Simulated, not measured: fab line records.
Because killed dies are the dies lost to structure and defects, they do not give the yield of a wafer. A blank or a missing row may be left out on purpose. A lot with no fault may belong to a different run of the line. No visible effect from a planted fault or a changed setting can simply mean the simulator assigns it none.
fab line records + flow sky130
record
- lots=4
- wafers=12
- last-day=50
route steps=708 shown VIA1@467 METAL2@483 VIA2@507 PAD_OPEN@708
lots untouched by any fault: they come from a run of this same line in which no faults occurred
start-h: the number of hours between the record's first day and the start of the first shown wafer of the lot + wait-h: time in hours since the lot's previous step + " repeats the value in the row above + L1.1+2: a row that stands for several wafers + - no value, or no start given + * or withheld: withheld + < > ~ a bound
route shown NAME@n: names a module that has steps shown in the file, with the first one's number in the route + usual: mean/standard deviation taken from wafers without a fault + same: alike in all rows + chamber/n: place in a boat + sites: each site's reading + _std_site: their standard deviation + _edge_site: the outer-site mean with the inner-site mean subtracted + radius-mm: for every site, how far away it sits from the centre of the wafer + mask NAME#n: copy n + behind: the tool/chamber that last shaped the wafer + hold: what put the lot on hold/how long, in hours/how the hold closed + device: names the non-switching transistor (n, p or np) + end of line: at the end of the route, the tests of the same wafers + for a step that has no rows: nothing shown but its recipe + killed: dies lost to structure and defects at the first sort, not the wafer's yield + map: the dies of a wafer, with x for killed, . for not killed, _ for no die there
set.NAME: the setting that was run; set.NAME@STEP: the one run at that earlier step + model.NAME: the simulator's own value behind a step, which no gauge read
lots at some steps of the route; a table a step, a row a wafer
services: when a tool's chamber went out of use (start-h, in hours from the record's first day, below 0 if earlier), for how many hours, and the reason
## steps
# step SKY_VIA1_EXPOSE_09
# recipe
- mask-id=VIM
- na=0.8
- source-shape=annular
- sigma-inner=0.55
- sigma-outer=0.85
- target-cd-nm=150
- dose-mj=38
# step SKY_VIA1_PEB_10
# recipe
- peb-temp-c=withheld
- peb-time-s=withheld
- resist=KrF-thick
# step SKY_VIA1_DEVELOP_11
# recipe
- develop-time-s=60
- resist=KrF-thick
- dev-temp-c=21
# step SKY_VIA1_ETCH_14
# recipe
- chemistry=N2/H2
- target=BARC
- ion-energy-ev=200
- source-w=500
- bias-w=100
- pressure-mtorr=30
- n2-flow-sccm=100
- h2-flow-sccm=200
- stop-on=SiO2
- time-s=45.9
- target-depth-a=600
# step SKY_VIA1_ETCH_15
# recipe
- target=SiO2
- chemistry=C4F8/O2/Ar
- target-depth-nm=351
- stop-on=TiN
- mask-material=KrF-thick
- source-w=1500
- bias-w=1200
- pressure-mtorr=40
- c4f8-flow-sccm=withheld
- O2_flow_sccm=6
- Ar_flow_sccm=300
- time-s=54
# step SKY_VIA1_STRIP_16
# recipe
- chemistry=O2/N2
- power-w=1400
- pressure-mtorr=1500
- platen-temp-c=withheld
- o2-flow-sccm=3000
- n2-flow-sccm=300
- overash-fraction=0.5
# step SKY_VIA1_STRIP_17
# recipe
- chemistry=post-etch-residue-remover
- time-s=1200
- temp-c=72.5
# step SKY_VIA1_CLEAN_18
# recipe
- chemistry=IPA
- time-s=180
- temp-c=25
# step SKY_VIA1_CLEAN_19
# recipe
- chemistry=O3/DIW
- dry=n2-spin
# step SKY_VIA1_SPUTTER_20
# recipe
- material=TiN
- target-thk-nm=20
- chamber-pressure-pa=5
- power-w=4000
- time-s=80
# step SKY_VIA1_CVD_21
# recipe
- material=W
- target-thk-nm=270
- time-s=80.902
- temp-c=400
- pressure-torr=40
# usual
- heater-power-w=825/120
| lot.wafer | tool     | chamber | start-h | wait-h | heater-power-w |
|-----------|----------|---------|---------|--------|----------------|
| L294.3    | cvd-w-01 | 1       | 854.02  | 0.1    | 679            |
| L294.4    | "        | 0       | "       | "      | 935            |
| L294.5    | "        | 0       | "       | "      | 934            |
| L298.3    | cvd-w-02 | 0       | 884.28  | 0.1    | 836            |
| L298.4    | "        | 1       | "       | "      | 914            |
| L298.6    | "        | 0       | "       | "      | 829            |
| L301.1    | cvd-w-02 | 1       | 893.05  | 0.0    | 925            |
| L301.2    | "        | 0       | "       | "      | 834            |
| L301.5    | "        | 0       | "       | "      | 819            |
| L312.3    | cvd-w-02 | 1       | 963.27  | 0.1    | 849            |
| L312.5    | "        | 1       | "       | "      | 846            |
| L312.6    | "        | 0       | "       | "      | 774            |
# step SKY_VIA1_CMP_24
# recipe
- stop-on=SiO2
- t-overpolish-s=15
- down-force-psi=3.5
- platen-rpm=60
- target-thk-nm=0
- pad-velocity-m-s=0.94248
# step SKY_METAL2_SPUTTER_00
# recipe
- material=Ti
- target-thk-nm=15
- power-w=3000
- time-s=10
- chamber-pressure-pa=0.4
# step SKY_METAL2_SPUTTER_01
# recipe
- material=TiN
- target-thk-nm=20
- power-w=6500
- time-s=16.7
- chamber-pressure-pa=0.4
# step SKY_METAL2_SPUTTER_02
# recipe
- material=AlCu
- target-thk-nm=250
- power-w=10600
- time-s=13.3
- chamber-pressure-pa=0.4
# step SKY_METAL2_SPUTTER_03
# recipe
- material=Ti
- target-thk-nm=5
- power-w=3000
- time-s=3.3
- chamber-pressure-pa=0.4
# step SKY_METAL2_SPUTTER_04
# recipe
- material=TiN
- target-thk-nm=70
- power-w=6500
- time-s=58.3
- chamber-pressure-pa=0.4
# step SKY_METAL2_DEHYDRATE_07
# recipe
- temp-c=200
- time-s=60
# step SKY_METAL2_HMDS_08
# recipe
- prime-time-s=60
- prime-temp-c=120
# step SKY_METAL2_COAT_09
# recipe
- resist=BARC
- temp-c=withheld
- time-s=withheld
- spin-rpm=3000
- resist-thk-nm=60
# step SKY_METAL2_COAT_10
# recipe
- resist=KrF-thick
- spin-rpm=3000
- resist-thk-nm=450
# step SKY_METAL2_SOFTBAKE_11
# recipe
- temp-c=100
- time-s=90
- resist=KrF-thick
# step SKY_METAL2_EXPOSE_12
# recipe
- mask-id=MM2
- na=0.8
- source-shape=annular
- sigma-inner=0.55
- sigma-outer=0.85
- target-cd-nm=140
- dose-mj=28
# step SKY_METAL2_PEB_13
# recipe
- peb-temp-c=withheld
- peb-time-s=withheld
- resist=KrF-thick
# step SKY_METAL2_DEVELOP_14
# recipe
- develop-time-s=60
- resist=KrF-thick
- dev-temp-c=21
# step SKY_METAL2_DESCUM_17
# recipe
- chemistry=O2
- source-power-w=150
- bias-power-w=0
- pressure-mtorr=10
- temp-c=40
- time-s=8
# step SKY_METAL2_ETCH_18
# recipe
- chemistry=N2/H2
- target=BARC
- ion-energy-ev=200
- bias-w=100
- pressure-mtorr=30
- n2-flow-sccm=100
- h2-flow-sccm=200
- icp-w=500
- stop-on=SiO2
- time-s=45.9
- target-depth-a=600
# step SKY_METAL2_METAL_ETCH_19
# recipe
- target-depth-a=3600
- stop-on=SiO2
- over-etch-frac=0.3
- time-s=78
- chemistry=Cl2/BCl3
- resist-sidewall-deg=88
- pressure-mtorr=10
- icp-w=900
- bias-w=48.5
- Cl2_flow_sccm=60
- bcl3-flow-sccm=30
# step SKY_METAL2_STRIP_20
# recipe
- chemistry=O2/N2
- power-w=1400
- pressure-mtorr=1500
- platen-temp-c=withheld
- o2-flow-sccm=3000
- n2-flow-sccm=300
- overash-fraction=0.5
# step SKY_METAL2_STRIP_21
# recipe
- chemistry=post-etch-residue-remover
- time-s=1200
- temp-c=72.5
# step SKY_METAL2_CLEAN_22
# recipe
- chemistry=IPA
- time-s=180
- temp-c=25
# step SKY_METAL2_CLEAN_23
# recipe
- chemistry=O3/DIW
- dry=n2-spin
# step SKY_VIA2_HDPCVD_00
# recipe
- material=SiO2
- target-thk-nm=1180
- sigma-open-frac=0.3
- time-s=196.7
- temp-c=400
- sih4-flow-sccm=60
- pressure-mtorr=6
# step SKY_PAD_OPEN_PROBE_99
# usual
- defect-limited-yield=82.6/2
- killed_at_M0_to_M3=42/6.7
- killed_at_M4_up=3.0/1.9
- killed-at-contacts=24/5.3
- killed-at-front-end=16/4.3
- killed-at-other=0.4/0.71
- killed-dies=85/9.6
- killed-open=46/6.5
- killed-short=39/6.7
- sort_bin_3_pad_short=0.9/0.46
- sort_bin_5_function=10.3/1.3
- sort_bin_6_memory=6.2/1.1
- sort-n-pass=407/9.6
- sort-yield-pct=82.6/2
# same
- gross-dies=492
- killed-at-back-side=0
- sort_bin_4_leakage[%]=0
- sort_bin_8_speed[%]=0
| lot.wafer | tool      | chamber | start-h | wait-h | defect-limited-yield[%] | killed_at_M0_to_M3 | killed_at_M4_up | killed-at-contacts | killed-at-front-end | killed-at-other | killed-dies | killed-open | killed-short | sort_bin_3_pad_short[%] | sort_bin_5_function[%] | sort_bin_6_memory[%] | sort-n-pass | sort-yield-pct[%] | model.etest.tester.sort-n-pass | model.etest.tester.sort-yield-pct | model.etest.tester.sort_bin_5_pct | model.etest.tester.sort_bin_3_pct |
|-----------|-----------|---------|---------|--------|-------------------------|--------------------|-----------------|--------------------|---------------------|-----------------|-------------|-------------|--------------|-------------------------|------------------------|----------------------|-------------|-------------------|--------------------------------|-----------------------------------|-----------------------------------|-----------------------------------|
| L294.3    | prober-02 | -       | 1130.49 | 0.2    | 83.7                    | 37                 | 1               | 23                 | 18                  | 1               | 80          | 42          | 38           | 0.4                     | 9.6                    | 6.3                  | 412         | 83.7              | 412                            | 83.74                             | 9.553                             | 0.4065                            |
| L294.4    | prober-02 | -       | 1130.54 | 0.2    | 84.1                    | 35                 | 3               | 31                 | 9                   | 0               | 78          | 46          | 32           | 1.0                     | 8.7                    | 6.1                  | 414         | 84.1              | 414                            | 84.15                             | 8.74                              | 1.016                             |
| L294.5    | prober-02 | -       | 1130.59 | 0.2    | 83.1                    | 39                 | 3               | 23                 | 18                  | 0               | 83          | 43          | 40           | 1.8                     | 8.9                    | 6.1                  | 409         | 83.1              | 409                            | 83.13                             | 8.943                             | 1.829                             |
| L298.3    | prober-02 | -       | 1155.20 | 0.2    | 77.6                    | 66                 | 3               | 18                 | 23                  | 0               | 110         | 35          | 41           | 3.3                     | 12.2                   | 6.9                  | 382         | 77.6              | 382                            | 77.64                             | 12.2                              | 3.252                             |
| L298.4    | prober-02 | -       | 1155.25 | 0.2    | 78.5                    | 75                 | 3               | 18                 | 10                  | 0               | 106         | 35          | 31           | 2.2                     | 15.9                   | 3.5                  | 386         | 78.5              | 386                            | 78.46                             | 15.85                             | 2.236                             |
| L298.6    | prober-02 | -       | 1155.35 | 0.2    | 80.1                    | 53                 | 5               | 24                 | 16                  | 0               | 98          | 41          | 30           | 0.6                     | 11.6                   | 7.7                  | 394         | 80.1              | 394                            | 80.08                             | 11.59                             | 0.6098                            |
| L301.1    | prober-01 | -       | 1162.81 | 0.1    | 75.4                    | 80                 | 2               | 26                 | 12                  | 1               | 121         | 43          | 32           | 2.4                     | 16.7                   | 5.5                  | 371         | 75.4              | 371                            | 75.41                             | 16.67                             | 2.439                             |
| L301.2    | prober-01 | -       | 1162.86 | 0.1    | 79.3                    | 60                 | 2               | 27                 | 12                  | 1               | 102         | 42          | 34           | 1.6                     | 14.6                   | 4.5                  | 390         | 79.3              | 390                            | 79.27                             | 14.63                             | 1.626                             |
| L301.5    | prober-01 | -       | 1163.01 | 0.2    | 79.7                    | 65                 | 2               | 21                 | 12                  | 0               | 100         | 40          | 35           | 1.8                     | 12.6                   | 5.9                  | 392         | 79.7              | 392                            | 79.67                             | 12.6                              | 1.829                             |
| L312.3    | prober-02 | -       | 1208.82 | 0.2    | 80.9                    | 44                 | 6               | 30                 | 14                  | 0               | 94          | 58          | 36           | 0.2                     | 12.6                   | 6.3                  | 398         | 80.9              | 398                            | 80.89                             | 12.6                              | 0.2033                            |
| L312.5    | prober-02 | -       | 1208.92 | 0.2    | 82.9                    | 42                 | 5               | 21                 | 16                  | 0               | 84          | 53          | 31           | 0.6                     | 11.2                   | 5.3                  | 408         | 82.9              | 408                            | 82.93                             | 11.18                             | 0.6098                            |
| L312.6    | prober-02 | -       | 1208.97 | 0.2    | 83.7                    | 34                 | 3               | 26                 | 15                  | 2               | 80          | 47          | 33           | 1.0                     | 8.3                    | 6.9                  | 412         | 83.7              | 412                            | 83.74                             | 8.333                             | 1.016                             |
# killed by level:class
L294.3 VIA1:geometric-particle:open=9 CONTACT:geometric-particle:open=8 FIELD_ISO:geometric-particle:short=7 LI_CONTACT:geometric-particle:open=6 METAL2:geometric-particle:short=6 FIELD_ISO:geometric-particle:open=5 METAL3:geometric-particle:short=5 CONTACT:geometric-particle:short=4
L294.4 CONTACT:geometric-particle:open=11 CONTACT:geometric-particle:short=8 VIA1:geometric-particle:open=7 VIA2:geometric-particle:open=7 LI_CONTACT:geometric-particle:open=6 VIA3:geometric-particle:open=6 VIA2:geometric-particle:short=5 VIA1:geometric-particle:short=4
L294.5 VIA1:geometric-particle:open=11 VIA2:geometric-particle:open=8 LOCAL_INTERCONNECT:geometric-particle:short=7 METAL2:geometric-particle:short=7 CONTACT:geometric-particle:open=5 FIELD_ISO:geometric-particle:open=4 FIELD_ISO:geometric-particle:short=4 POLY_GATE:geometric-particle:open=4
L298.3 VIA1:unspecified=33 VIA1:geometric-particle:open=7 LI_CONTACT:geometric-particle:open=6 FIELD_ISO:geometric-particle:short=5 POLY_GATE:geometric-particle:open=5 METAL1:geometric-particle:short=5 VIA1:geometric-particle:short=5 POLY_GATE:geometric-particle:short=4
L298.4 VIA1:unspecified=40 VIA1:geometric-particle:open=10 METAL2:geometric-particle:short=7 LI_CONTACT:geometric-particle:open=6 CONTACT:geometric-particle:open=5 VIA2:geometric-particle:open=5 FIELD_ISO:geometric-particle:short=3 METAL1:geometric-particle:short=3
L298.6 VIA1:unspecified=27 LI_CONTACT:geometric-particle:open=10 VIA1:geometric-particle:open=7 CONTACT:geometric-particle:open=7 FIELD_ISO:geometric-particle:short=5 POLY_GATE:geometric-particle:short=5 VIA3:geometric-particle:open=5 VIA2:geometric-particle:short=4
L301.1 VIA1:unspecified=45 CONTACT:geometric-particle:open=11 VIA1:geometric-particle:open=10 VIA1:geometric-particle:short=9 CONTACT:geometric-particle:short=7 VIA2:geometric-particle:open=7 POLY_GATE:geometric-particle:open=5 LI_CONTACT:geometric-particle:open=4
L301.2 VIA1:unspecified=26 LI_CONTACT:geometric-particle:open=9 VIA1:geometric-particle:open=8 CONTACT:geometric-particle:open=7 LOCAL_INTERCONNECT:geometric-particle:short=5 METAL1:geometric-particle:short=5 VIA1:geometric-particle:short=5 FIELD_ISO:geometric-particle:short=4
L301.5 VIA1:unspecified=25 CONTACT:geometric-particle:open=9 VIA1:geometric-particle:open=7 METAL1:geometric-particle:short=6 VIA1:geometric-particle:short=6 VIA2:geometric-particle:open=6 LI_CONTACT:geometric-particle:open=5 FIELD_ISO:geometric-particle:open=4
L312.3 LI_CONTACT:geometric-particle:open=12 VIA1:geometric-particle:open=11 VIA2:geometric-particle:open=7 LI_CONTACT:geometric-particle:short=6 CONTACT:geometric-particle:open=6 VIA3:geometric-particle:open=6 VIA1:geometric-particle:short=5 FIELD_ISO:geometric-particle:open=5
L312.5 VIA1:geometric-particle:open=10 LI_CONTACT:geometric-particle:open=7 VIA3:geometric-particle:open=7 CONTACT:geometric-particle:open=7 VIA2:geometric-particle:open=7 VIA1:geometric-particle:short=6 FIELD_ISO:geometric-particle:open=5 FIELD_ISO:geometric-particle:short=4
L312.6 LI_CONTACT:geometric-particle:open=9 CONTACT:geometric-particle:open=7 VIA1:geometric-particle:open=7 VIA2:geometric-particle:open=6 FIELD_ISO:geometric-particle:open=5 METAL2:geometric-particle:short=5 POLY_GATE:geometric-particle:open=4 LI_CONTACT:geometric-particle:short=4
# map L298.3 (x killed, . not)
__________.........._________
________......x......._______
______......x..x.....x.._____
_____xxxx..x........x.x..____
____xxx.....xx..........x.___
___xxxx.........xx.......x.__
__xxxxx...............x....._
_xxxxxxxx.x...x............x.
_xxxxxx.xxx.............x....
_.xxxxx....x....x..x..x..xx..
_x.....x.xxx...x....x........
_....x.x....x.......x.x......
_...x.................x......
_...xx..............xx..x....
_...........x..x....xxx...x..
__x.x......x....x........x.._
___...x...x......xx........__
____...x.................x___
_____....xx.x.......x...x____
______.....xx......x...._____
________.x...xx......._______
__________....x....._________
# map L301.1 (x killed, . not)
__________.xx......x_________
________.....xx..x.xxx_______
______.......x.xxxxxx..x_____
_____...x......xxxxxxxx..____
____.....x....xxxxxxxx....___
___.........x..xxxxxxxxxx..__
__x...x.x...x...xxxxx.xx..xx_
_.xx........x...xxx.xx..x....
_.x.x........x.x..x..x....x.x
_.x...x..........x....x......
_x....x...x.........x..x.xxx.
_.............x.x.x...x......
_.........................x..
_.....x..xx...xx......x..x...
_.xx.........................
__.......x..............xx.._
___.x...........x..x......x__
____...............xx....x___
_____.x....x...........x.____
______......x...x.x....._____
________x........x...._______
__________.........x_________
## services
| tool     | chamber | start-h | hours | kind       |
|----------|---------|---------|-------|------------|
| cvd-w-01 | -       | 856.87  | 0.8   | repair     |
| cvd-w-02 | -       | 888.10  | 2.8   | pm         |
| cvd-w-01 | -       | 894.86  | 2.2   | repair     |
| cvd-w-02 | -       | 904.00  | 14.0  | pm         |
| cvd-w-02 | 0       | 904.00  | 14.0  | vent-cycle |
| cvd-w-02 | 1       | 904.00  | 26.1  | vent-cycle |
| cvd-w-02 | 1       | 916.26  | 13.8  | repair     |
| cvd-w-02 | 0       | 918.00  | -     | clean      |
| cvd-w-02 | 1       | 918.00  | -     | clean      |
## key
first-sign
- step=SKY_PAD_OPEN_PROBE_99
- reading=killed_at_M0_to_M3
- direction=up
- sigmas=3.7
- usual=42
- struck=66
effect
- step=SKY_PAD_OPEN_PROBE_99
- reading=sort_bin_5_function
- direction=up
- sigmas=2.7
- usual=10.3
- struck=13.9
- wafers-moved=5
model-effect
- step=SKY_PAD_OPEN_PROBE_99
- value=etest.tester.sort-n-pass
- without=414.5
- struck=385.8
met-at SKY_VIA1_CVD_21
struck-wafers L298.3,L298.4,L298.6,L301.1,L301.2,L301.5
fault
- kind=chamber-particle-source
- tool=cvd-w-02
- chamber=-
- onset-h=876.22
- steps=SKY_VIA1_CVD_21
- rate-per-visit-cm2=0.37561
- end-h=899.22
